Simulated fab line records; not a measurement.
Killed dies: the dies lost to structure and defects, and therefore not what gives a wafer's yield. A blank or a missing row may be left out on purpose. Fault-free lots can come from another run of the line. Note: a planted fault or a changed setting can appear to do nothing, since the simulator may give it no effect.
fab line records -- flow sky130
record lots=5, wafers=15, last_day=49
route steps=708 shown POLY_CUT@317 SD_P@320 RES_XHIGH@332 SD_N@342 PAD_OPEN@708
lots that met no fault: taken from a fault-free run of the same line
start_h: start of the lot's first displayed wafer, in hours after the record's first day -- wait_h: hours from the lot's prior step to this one -- " identical to the entry in the row above -- L1.1+2: several wafers, shown together as one row -- - value missing, or start not given -- * or withheld: withheld -- < > ~ a bound
route shown NAME@n: a module of which the file shows steps, and the number in the route of the first -- usual: mean/standard deviation taken from wafers without a fault -- same: alike in all rows -- chamber/n: place in a boat -- sites: readings site by site -- _std_site: the standard deviation of these -- _edge_site: inner sites' mean taken away from outer sites' mean -- radius_mm: for every site, how far away it sits from the centre of the wafer -- mask NAME#n: copy n -- behind: the most recent tool/chamber to have shaped the wafer -- hold: what put the lot on hold/how long, in hours/how the hold closed -- device: which transistor (n, p or np) failed to switch -- end of line: the route-end tests of the same wafers -- for a step that has no rows: nothing shown but its recipe -- killed: the dies lost at the first sort to structure and to defects; this is not the yield of the wafer -- map: dies across one wafer; x = killed, . = not, _ = none there
set.NAME: the setting that was run; set.NAME@STEP: the one run at that earlier step -- model.NAME: the simulator's own value behind a step, which no gauge read
lots at some steps of the route; a table a step, a row a wafer
services: a tool's chamber out of use, with start hour (start_h, from the record's first day; less than 0 if before it), hours out, and reason
## steps
# step SKY_POLY_CUT_ETCH_10
# recipe chemistry=N2/H2, target=BARC, ion_energy_ev=200, source_w=500, bias_w=100, pressure_mtorr=30, n2_flow_sccm=100, h2_flow_sccm=200, stop_on=SiO2, time_s=45.9, target_depth_a=600
# step SKY_POLY_CUT_ETCH_11
# recipe target=Si3N4, chemistry=CF4/CH2F2/Ar, stop_on=poly-Si, source_w=600, bias_w=150, pressure_mtorr=40, cf4_flow_sccm=40, ch2f2_flow_sccm=20, Ar_flow_sccm=150, time_s=42.5, target_depth_a=600
# step SKY_POLY_CUT_STRIP_12
# recipe chemistry=O2/N2, power_w=1400, pressure_mtorr=1500, platen_temp_c=withheld, o2_flow_sccm=3000, n2_flow_sccm=300, overash_fraction=0.5
# step SKY_SD_P_DEHYDRATE_00
# recipe temp_c=200, time_s=60
# step SKY_SD_P_HMDS_01
# recipe prime_time_s=60, prime_temp_c=120
# step SKY_SD_P_COAT_02
# recipe resist=NOVOLAK, spin_rpm=3000, resist_thk_nm=1140
# step SKY_SD_P_SOFTBAKE_03
# recipe temp_c=90, time_s=60, resist=NOVOLAK
# step SKY_SD_P_EXPOSE_04
# recipe mask_id=PSDM, na=0.6, source_shape=conventional, sigma_outer=0.6, polarization=unpolarized, target_cd_nm=380, dose_mj=138
# step SKY_SD_P_PEB_05
# recipe temp_c=withheld, time_s=*, resist=NOVOLAK
# step SKY_SD_P_DEVELOP_06
# recipe resist=NOVOLAK, developer=TMAH, develop_time_s=60, dev_temp_c=23
# step SKY_SD_P_IMPLANT_09
# recipe species=BF2, energy_kev=20, dose_cm2=3e+15, tilt_deg=0
lot.wafer,tool,chamber,start_h,wait_h
L283.1+2+6,implanter-03,0,666.62,0.0
L283.1+2+6,implanter-03,0,666.93,0.3
L285.1+4+5,implanter-04,0,685.42,0.0
L286.2+3+5,implanter-03,0,689.79,0.0
L286.2+3+5,implanter-03,0,690.11,0.3
L287.1+3+5,implanter-04,0,696.85,0.0
L287.1+3+5,implanter-04,0,697.17,0.3
L291.3+5+6,implanter-04,0,728.67,0.1
# step SKY_SD_P_STRIP_10
# recipe chemistry=O2/N2, power_w=1400, pressure_mtorr=1500, platen_temp_c=withheld, o2_flow_sccm=3000, n2_flow_sccm=300, overash_fraction=0.5
# usual drypump_motor_current_A=5.6/0.32, oes_product_au=0.618/0.0041, strip_time_to_endpoint_s=17.52/0.035
lot.wafer,tool,chamber,start_h,wait_h,drypump_motor_current_A,oes_product_au,rf_hours_counter_h,strip_time_to_endpoint_s
L283.1,plasma_asher-02,1,667.08,0.1,5.7,0.589,56,18.96
L283.2,plasma_asher-02,0,667.08,0.1,5.9,0.578,56,18.99
L283.6,plasma_asher-02,0,667.08,0.1,6.0,0.578,-,18.97
L285.1,plasma_asher-02,1,685.57,0.1,5.7,0.621,58,17.48
L285.4,plasma_asher-02,0,685.57,0.1,6.0,0.621,-,17.47
L285.5,plasma_asher-02,0,685.57,0.1,5.9,0.612,-,17.45
L286.2,plasma_asher-03,0,690.23,0.1,5.2,0.587,96,18.96
L286.3,plasma_asher-03,1,690.23,0.1,5.3,0.590,-,18.92
L286.5,plasma_asher-03,1,690.23,0.1,5.3,0.586,-,19.00
L287.1,plasma_asher-03,0,697.32,0.1,5.3,0.591,97,18.92
L287.3,plasma_asher-03,0,697.32,0.1,5.3,0.587,-,18.93
L287.5,plasma_asher-03,0,697.32,0.1,5.2,0.589,-,18.96
L291.3,plasma_asher-02,0,728.80,0.1,5.9,0.617,-,17.49
L291.5,plasma_asher-02,1,728.80,0.1,5.7,0.619,-,17.45
L291.6,plasma_asher-02,0,728.80,0.1,5.9,0.616,-,17.48
# step SKY_SD_P_TW_MEAS_11
# usual SD_P_TW=2869/43
lot.wafer,tool,chamber,start_h,wait_h,SD_P_TW
L283.1,film_metro-02,-,667.18,0.1,3173
L283.2,film_metro-02,-,667.18,0.1,3151
L283.6,film_metro-02,-,667.18,0.1,3163
L285.1,film_metro-02,-,685.67,0.1,2863
L285.4,film_metro-02,-,685.67,0.1,2853
L285.5,film_metro-02,-,685.67,0.1,2858
L286.2,film_metro-01,-,690.34,0.1,3220
L286.3,film_metro-01,-,690.34,0.1,3210
L286.5,film_metro-01,-,690.34,0.1,3200
L287.1,film_metro-01,-,697.42,0.1,3238
L287.3,film_metro-01,-,697.42,0.1,3228
L287.5,film_metro-01,-,697.42,0.1,3257
L291.3,film_metro-04,-,728.89,0.1,2820
L291.5,film_metro-04,-,728.89,0.1,2825
L291.6,film_metro-04,-,728.89,0.1,2814
# step SKY_RES_XHIGH_DEHYDRATE_00
# recipe temp_c=200, time_s=60
# step SKY_RES_XHIGH_HMDS_01
# recipe prime_time_s=60, prime_temp_c=120
# step SKY_RES_XHIGH_COAT_02
# recipe resist=NOVOLAK, spin_rpm=3000, resist_thk_nm=1140
# step SKY_RES_XHIGH_SOFTBAKE_03
# recipe temp_c=90, time_s=60, resist=NOVOLAK
# step SKY_RES_XHIGH_EXPOSE_04
# recipe mask_id=URPM, na=0.6, source_shape=conventional, sigma_outer=0.6, polarization=unpolarized, target_cd_nm=1270, dose_mj=140
# step SKY_RES_XHIGH_PEB_05
# recipe temp_c=withheld, time_s=*, resist=NOVOLAK
# step SKY_RES_XHIGH_DEVELOP_06
# recipe resist=NOVOLAK, developer=TMAH, develop_time_s=60, dev_temp_c=23
# step SKY_RES_XHIGH_IMPLANT_07
# recipe species=BF2, energy_kev=20, dose_cm2=3.6e+14, tilt_deg=0
# step SKY_RES_XHIGH_STRIP_08
# recipe chemistry=O2/N2, power_w=1400, pressure_mtorr=1500, platen_temp_c=withheld, o2_flow_sccm=3000, n2_flow_sccm=300, overash_fraction=0.5
# step SKY_SD_N_DEHYDRATE_00
# recipe temp_c=200, time_s=60
# step SKY_SD_N_HMDS_01
# recipe prime_time_s=60, prime_temp_c=120
# step SKY_SD_N_COAT_02
# recipe resist=NOVOLAK, spin_rpm=3000, resist_thk_nm=1140
# step SKY_SD_N_SOFTBAKE_03
# recipe temp_c=90, time_s=60, resist=NOVOLAK
# step SKY_SD_N_EXPOSE_04
# recipe mask_id=NSDM, na=0.6, source_shape=conventional, sigma_outer=0.6, polarization=unpolarized, target_cd_nm=380, dose_mj=141
# step SKY_SD_N_PEB_05
# recipe temp_c=withheld, time_s=*, resist=NOVOLAK
# step SKY_SD_N_DEVELOP_06
# recipe resist=NOVOLAK, developer=TMAH, develop_time_s=60, dev_temp_c=23
# step SKY_SD_N_IMPLANT_09
# recipe species=As, energy_kev=50, dose_cm2=4e+15, tilt_deg=0
# step SKY_SD_N_IMPLANT_10
# recipe species=P, energy_kev=20, dose_cm2=1e+14, tilt_deg=0
# step SKY_SD_N_STRIP_11
# recipe chemistry=O2/N2, power_w=1400, pressure_mtorr=1500, platen_temp_c=withheld, o2_flow_sccm=3000, n2_flow_sccm=300, overash_fraction=0.5
# step SKY_SD_N_CLEAN_13
# recipe chemistry=SC1/SC2, mix=1:4:20, temp_c=70, time_s=150, dry=n2_spin
# step SKY_SD_N_RTA_14
# recipe temp_c=1075, time_s=2, idle_temp_c=650, ramp_up_c_per_s=150, ramp_down_c_per_s=90, ambient=N2
# step SKY_SD_N_RS_MEAS_17
# recipe thk_meas_gauge=four-point-probe
# usual SD_P_RS=147.1/0.37
lot.wafer,tool,chamber,start_h,wait_h,SD_P_RS[ohm/sq]
L283.1,film_metro-04,-,722.78,0.1,137.7
L283.2,film_metro-04,-,722.78,0.1,138.1
L283.6,film_metro-04,-,722.78,0.1,137.6
L285.1,film_metro-01,-,741.78,0.1,147.0
L285.4,film_metro-01,-,741.78,0.1,146.9
L285.5,film_metro-01,-,741.78,0.1,147.1
L286.2,film_metro-04,-,745.85,0.1,137.9
L286.3,film_metro-04,-,745.85,0.1,138.1
L286.5,film_metro-04,-,745.85,0.1,137.7
L287.1,film_metro-02,-,753.64,0.1,138.9
L287.3,film_metro-02,-,753.64,0.1,137.8
L287.5,film_metro-02,-,753.64,0.1,137.9
L291.3,film_metro-04,-,782.85,0.1,146.7
L291.5,film_metro-04,-,782.85,0.1,146.6
L291.6,film_metro-04,-,782.85,0.1,146.9
# step SKY_PAD_OPEN_PROBE_99
# usual killed_at_M0_to_M3=44/7.1, killed_at_M4_up=3.5/2, killed_at_contacts=24/5.3, killed_at_front_end=15/4.8, killed_at_other=0.1/0.35, killed_dies=86/9.3, killed_open=47/7.8, killed_short=39/5.9
# same gross_dies=492, killed_at_back_side=0
lot.wafer,tool,chamber,start_h,wait_h,killed_at_M0_to_M3,killed_at_M4_up,killed_at_contacts,killed_at_front_end,killed_at_other,killed_dies,killed_open,killed_short,model.etest.res_high_po.line_ohm_um,model.etest.res_pdiff.line_ohm_um,model.etest.licon_high_po.rc_ohm,model.etest.pfet_g5v0d10v5.r_on_ohm_um,model.etest.licon_pdiff.rc_ohm,model.etest.res_high_po.rs_ohm_sq,model.etest.res_pdiff_hv.rs_ohm_sq,model.etest.res_pdiff.rs_ohm_sq
L283.1,prober-01,-,1130.36,0.1,29,11,21,11,0,72,39,33,514.3,1137,185.4,4624,494.4,176.4,155.2,163.9
L283.2,prober-01,-,1130.41,0.1,57,3,17,13,0,90,49,41,509.2,1145,197,4563,471.5,178.9,157.1,163.3
L283.6,prober-01,-,1130.61,0.2,41,6,19,11,0,77,35,42,509.2,1129,200.1,4566,491.2,178.3,155.7,161.8
L285.1,prober-02,-,1143.35,0.1,48,1,31,8,0,88,57,31,734.3,1386,366.7,4792,596.5,260.9,195.3,200.7
L285.4,prober-02,-,1143.50,0.2,38,2,20,13,0,73,37,36,703.1,1386,353.2,4854,593.8,252.8,194.8,200.3
L285.5,prober-02,-,1143.55,0.2,48,6,30,5,0,89,48,41,755.7,1397,353.3,4738,572.9,264.5,195.2,200.4
L286.2,prober-02,-,1150.14,0.1,56,3,18,21,1,99,52,47,514.9,1131,195.3,4556,479.2,184.2,156.5,165.1
L286.3,prober-02,-,1150.19,0.2,42,3,23,24,0,92,49,43,514.6,1153,192.1,4580,475.9,177.1,157.9,165.8
L286.5,prober-02,-,1150.29,0.2,52,0,18,13,0,83,45,38,517.6,1162,186,4616,470.6,183.2,157.3,164.7
L287.1,prober-01,-,1151.33,0.1,47,4,18,13,1,83,43,40,527.3,1159,194.7,4547,470.4,183.8,155,166.5
L287.3,prober-01,-,1151.43,0.2,38,2,25,17,0,82,40,42,525.8,1109,190.2,4563,465.6,184.8,155.4,163.9
L287.5,prober-01,-,1151.53,0.2,48,4,30,4,0,86,49,37,525.2,1132,203.1,4515,494.2,182.6,156.6,164.6
L291.3,prober-01,-,1174.53,0.2,47,6,27,17,0,97,65,32,753.4,1349,351.6,4729,582.1,262.1,189.1,194.1
L291.5,prober-01,-,1174.63,0.2,52,1,21,16,1,91,60,31,754.8,1351,358.7,4800,612.2,267,189.2,194.2
L291.6,prober-01,-,1174.68,0.2,41,5,30,9,0,85,47,38,722.8,1359,361.4,4741,597.3,261.5,188.3,194.6
# killed by level:class
L283.1 METAL4:geometric_particle:short=9 CONTACT:geometric_particle:open=8 VIA1:geometric_particle:open=8 VIA2:geometric_particle:open=7 CONTACT:geometric_particle:short=5 LI_CONTACT:geometric_particle:open=4 FIELD_ISO:geometric_particle:short=3 POLY_GATE:geometric_particle:open=3
L283.2 VIA1:geometric_particle:open=10 VIA1:geometric_particle:short=8 VIA3:geometric_particle:open=8 VIA2:geometric_particle:open=8 METAL2:geometric_particle:short=7 LI_CONTACT:geometric_particle:open=6 CONTACT:geometric_particle:open=6 METAL3:geometric_particle:short=5
L283.6 METAL2:geometric_particle:short=12 VIA1:geometric_particle:open=10 FIELD_ISO:geometric_particle:open=5 LOCAL_INTERCONNECT:geometric_particle:short=5 METAL4:geometric_particle:short=5 METAL1:geometric_particle:short=4 CONTACT:geometric_particle:open=4 VIA2:geometric_particle:open=4
L285.1 CONTACT:geometric_particle:open=19 VIA1:geometric_particle:open=9 VIA2:geometric_particle:short=7 VIA3:geometric_particle:open=7 METAL1:geometric_particle:short=6 LI_CONTACT:geometric_particle:open=4 METAL2:geometric_particle:short=4 METAL2:geometric_particle:open=4
L285.4 CONTACT:geometric_particle:open=8 VIA1:geometric_particle:short=8 VIA1:geometric_particle:open=8 LI_CONTACT:geometric_particle:open=6 METAL1:geometric_particle:short=5 FIELD_ISO:geometric_particle:short=4 FIELD_ISO:geometric_particle:open=3 LOCAL_INTERCONNECT:geometric_particle:short=3
L285.5 CONTACT:geometric_particle:open=14 VIA1:geometric_particle:open=11 CONTACT:geometric_particle:short=7 VIA1:geometric_particle:short=7 VIA3:geometric_particle:open=7 METAL2:geometric_particle:short=6 LI_CONTACT:geometric_particle:short=4 VIA3:geometric_particle:short=4
L286.2 VIA1:geometric_particle:open=11 CONTACT:geometric_particle:open=10 METAL2:geometric_particle:short=7 METAL1:geometric_particle:short=6 VIA1:geometric_particle:short=6 VIA3:geometric_particle:open=6 FIELD_ISO:geometric_particle:short=5 METAL3:geometric_particle:short=5
L286.3 CONTACT:geometric_particle:open=14 FIELD_ISO:geometric_particle:open=8 METAL1:geometric_particle:short=8 VIA3:geometric_particle:open=7 VIA1:geometric_particle:open=5 FIELD_ISO:geometric_particle:short=4 POLY_GATE:geometric_particle:short=4 METAL2:geometric_particle:short=4
L286.5 METAL1:geometric_particle:short=9 VIA1:geometric_particle:open=9 VIA2:geometric_particle:open=8 CONTACT:geometric_particle:open=6 VIA1:geometric_particle:short=6 POLY_GATE:geometric_particle:open=5 CONTACT:geometric_particle:short=5 METAL1:geometric_particle:open=5
L287.1 VIA1:geometric_particle:open=11 VIA2:geometric_particle:open=8 CONTACT:geometric_particle:open=7 POLY_GATE:geometric_particle:short=6 CONTACT:geometric_particle:short=6 VIA3:geometric_particle:short=6 METAL2:geometric_particle:short=5 VIA1:geometric_particle:short=4
L287.3 CONTACT:geometric_particle:open=9 VIA1:geometric_particle:open=8 CONTACT:geometric_particle:short=6 VIA3:geometric_particle:short=6 VIA3:geometric_particle:open=6 POLY_GATE:geometric_particle:open=5 FIELD_ISO:geometric_particle:short=4 POLY_GATE:geometric_particle:short=4
L287.5 CONTACT:geometric_particle:open=10 VIA2:geometric_particle:open=10 VIA1:geometric_particle:open=9 VIA3:geometric_particle:open=8 CONTACT:geometric_particle:short=8 LI_CONTACT:geometric_particle:open=7 VIA2:geometric_particle:short=5 VIA3:geometric_particle:short=4
L291.3 VIA3:geometric_particle:open=13 VIA2:geometric_particle:open=11 LI_CONTACT:geometric_particle:open=11 VIA1:geometric_particle:open=10 CONTACT:geometric_particle:open=7 POLY_GATE:geometric_particle:open=4 LI_CONTACT:geometric_particle:short=4 METAL4:geometric_particle:short=4
L291.5 VIA1:geometric_particle:open=12 VIA3:geometric_particle:open=10 CONTACT:geometric_particle:open=9 VIA2:geometric_particle:open=8 POLY_GATE:geometric_particle:open=6 METAL2:geometric_particle:short=6 LI_CONTACT:geometric_particle:open=5 VIA3:geometric_particle:short=4
L291.6 VIA2:geometric_particle:open=9 CONTACT:geometric_particle:open=9 LI_CONTACT:geometric_particle:open=8 VIA1:geometric_particle:open=7 LOCAL_INTERCONNECT:geometric_particle:short=5 CONTACT:geometric_particle:short=5 VIA3:geometric_particle:open=5 VIA1:geometric_particle:short=4
## services
tool,chamber,start_h,hours,kind
implanter-04,-,659.48,2.4,repair
implanter-04,-,668.94,2.1,repair
implanter-03,-,685.87,1.5,repair
implanter-04,-,705.93,1.8,repair
## key
first_sign step=SKY_SD_P_IMPLANT_09, reading=visit, direction=added
effect step=SKY_SD_P_STRIP_10, reading=strip_time_to_endpoint_s, direction=up, sigmas=41, usual=*, struck=*
effect step=SKY_SD_P_TW_MEAS_11, reading=SD_P_TW, direction=up, sigmas=7.7, usual=2869, struck=3204
effect step=SKY_SD_N_RS_MEAS_17, reading=SD_P_RS, direction=down, sigmas=25, usual=147.1, struck=138.0
model_effect step=SKY_PAD_OPEN_PROBE_99, value=etest.res_high_po.line_ohm_um, without=735.8, struck=517.6
met_at SKY_SD_P_IMPLANT_09
struck_wafers L283.1,L283.2,L283.6,L286.2,L286.3,L286.5,L287.1,L287.3,L287.5
tester_left_out L283,L286,L287
fault kind=repeated_step_whole, tool=implanter-02,implanter-03,implanter-04, chamber=-, onset_h=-, steps=SKY_SD_P_IMPLANT_09, times=1, scope=struck_lots_only
# tester_left_out: of these lots the tester's yield and bins aren't shown, on N5 and GAA mostly nor the transistor test; their killed dies are dies lost to structure and defects alone, not to doping, threshold or leakage, so they don't give the yield
